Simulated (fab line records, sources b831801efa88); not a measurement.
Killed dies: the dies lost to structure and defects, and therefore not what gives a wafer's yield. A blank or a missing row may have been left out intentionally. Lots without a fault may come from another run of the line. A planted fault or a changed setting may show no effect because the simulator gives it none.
Which of the tools did it?	flow gf180mcu	Sampling: 13 lots, 39 wafers, 3 of 602 route steps

## WHAT THE GAUGES SHOWED, per wafer
GF_TOP_METAL_THK_MEAS_06: measures by xrf.
lot	measured	on	TOP_METAL_ALCU_THK (nm)
L679	day 27 06:47	film-metro-01	910 912 906
L680	day 27 09:56	film-metro-04	912 909 908
L683	day 28 07:50	film-metro-04	894 891 890
L686	day 29 06:18	film-metro-04	900 894 900
L687	day 29 16:43	film-metro-02	900 902 901
L691	day 30 18:38	film-metro-02	903 899 903
L692	day 31 02:02	film-metro-02	907 910 912
L696	day 32 00:10	film-metro-01	905 908 909
L695	day 32 07:28	film-metro-01	914 922 918
L698	day 32 14:54	film-metro-01	922 917 911
L699	day 33 00:55	film-metro-01	909 901 908
L701	day 33 09:40	film-metro-04	901 900 897
L702	day 33 18:43	film-metro-04	883 881 881

## WHAT TOOL EACH LOT RAN ON (gives the tool, then ch and the chambers of the sampled wafers, and finally the start)
lot	GF_MIM_SPUTTER_00	GF_V5_SPUTTER_22
L679	pvd-sputter-03, day 24 11:28	pvd-sputter-04, day 27 05:20
L680	pvd-sputter-01, day 24 18:32	pvd-sputter-01, day 27 08:58
L683	pvd-sputter-03, day 25 14:25	pvd-sputter-02, day 28 06:51
L686	pvd-sputter-03, day 26 16:37	pvd-sputter-02, day 29 05:19
L687	pvd-sputter-03, day 27 01:25	pvd-sputter-02, day 29 15:44
L691	pvd-sputter-01, day 28 05:50	pvd-sputter-04, day 30 17:32
L692	pvd-sputter-01, day 28 15:28	pvd-sputter-04, day 31 01:02
L696	pvd-sputter-02, day 29 16:25	pvd-sputter-01, day 31 23:04
L695	pvd-sputter-03, day 29 21:43	pvd-sputter-04, day 32 06:22
L698	pvd-sputter-03, day 30 08:49	pvd-sputter-02, day 32 13:55
L699	pvd-sputter-02, day 30 18:31	pvd-sputter-04, day 32 23:54
L701	pvd-sputter-03, day 31 05:23	pvd-sputter-04, day 33 08:41
L702	pvd-sputter-01, day 31 14:03	pvd-sputter-01, day 33 17:45
- GF_MIM_SPUTTER_00: material Ti, target thk 37.5 nm, time 144.1 s.
- GF_V5_SPUTTER_22: material TiN, target thk 10 nm, time 40 s.

## WHAT THE TOOLS THEMSELVES READ (means of the sampled wafers that have a number; where no wafer has one, the mark that the record gives instead)
GF_MIM_SPUTTER_00.
lot	tool	throttle-valve-pct (%)
L679	pvd-sputter-03	29.0
L680	pvd-sputter-01	30.2
L683	pvd-sputter-03	29.9
L686	pvd-sputter-03	28.8
L687	pvd-sputter-03	29.5
L691	pvd-sputter-01	29.4
L692	pvd-sputter-01	30.2
L696	pvd-sputter-02	30.2
L695	pvd-sputter-03	28.4
L698	pvd-sputter-03	29.1
L699	pvd-sputter-02	30.4
L701	pvd-sputter-03	29.7
L702	pvd-sputter-01	30.4

GF_V5_SPUTTER_22.
lot	tool	throttle-valve-pct (%)
L679	pvd-sputter-04	29.9
L680	pvd-sputter-01	30.6
L683	pvd-sputter-02	28.9
L686	pvd-sputter-02	30.4
L687	pvd-sputter-02	30.4
L691	pvd-sputter-04	29.6
L692	pvd-sputter-04	29.8
L696	pvd-sputter-01	30.9
L695	pvd-sputter-04	29.4
L698	pvd-sputter-02	29.3
L699	pvd-sputter-04	28.9
L701	pvd-sputter-04	30.2
L702	pvd-sputter-01	30.1

## THE ANSWER, worked out from the rows above alone
Rule: usual is defined by the lots themselves. The widest of any qualifying gaps counts: lots, ordered by their means at a reading, are off when they make up no more than a third of the lots, leave a main group of 4 or more, and stand apart from it by 3 or more times the standard deviation of that group's means. A main group is skipped when, at the precision printed for the reading in the tables above, its means are all equal. A lot without any number at a reading at which 4 lots or more have one is off too. Any other lot the step has rows for is counted as sound. The gauges are gone through in route order, then the tools' own readings, and for those a lot's mean is taken as printed above. At the first step where some lot is off, the reading lying furthest off is the one used; lots without a number count as furthest.
No lot is off on any of the readings shown, so nothing can be concluded from this.

## WHAT THE SIMULATOR HAD INSERTED
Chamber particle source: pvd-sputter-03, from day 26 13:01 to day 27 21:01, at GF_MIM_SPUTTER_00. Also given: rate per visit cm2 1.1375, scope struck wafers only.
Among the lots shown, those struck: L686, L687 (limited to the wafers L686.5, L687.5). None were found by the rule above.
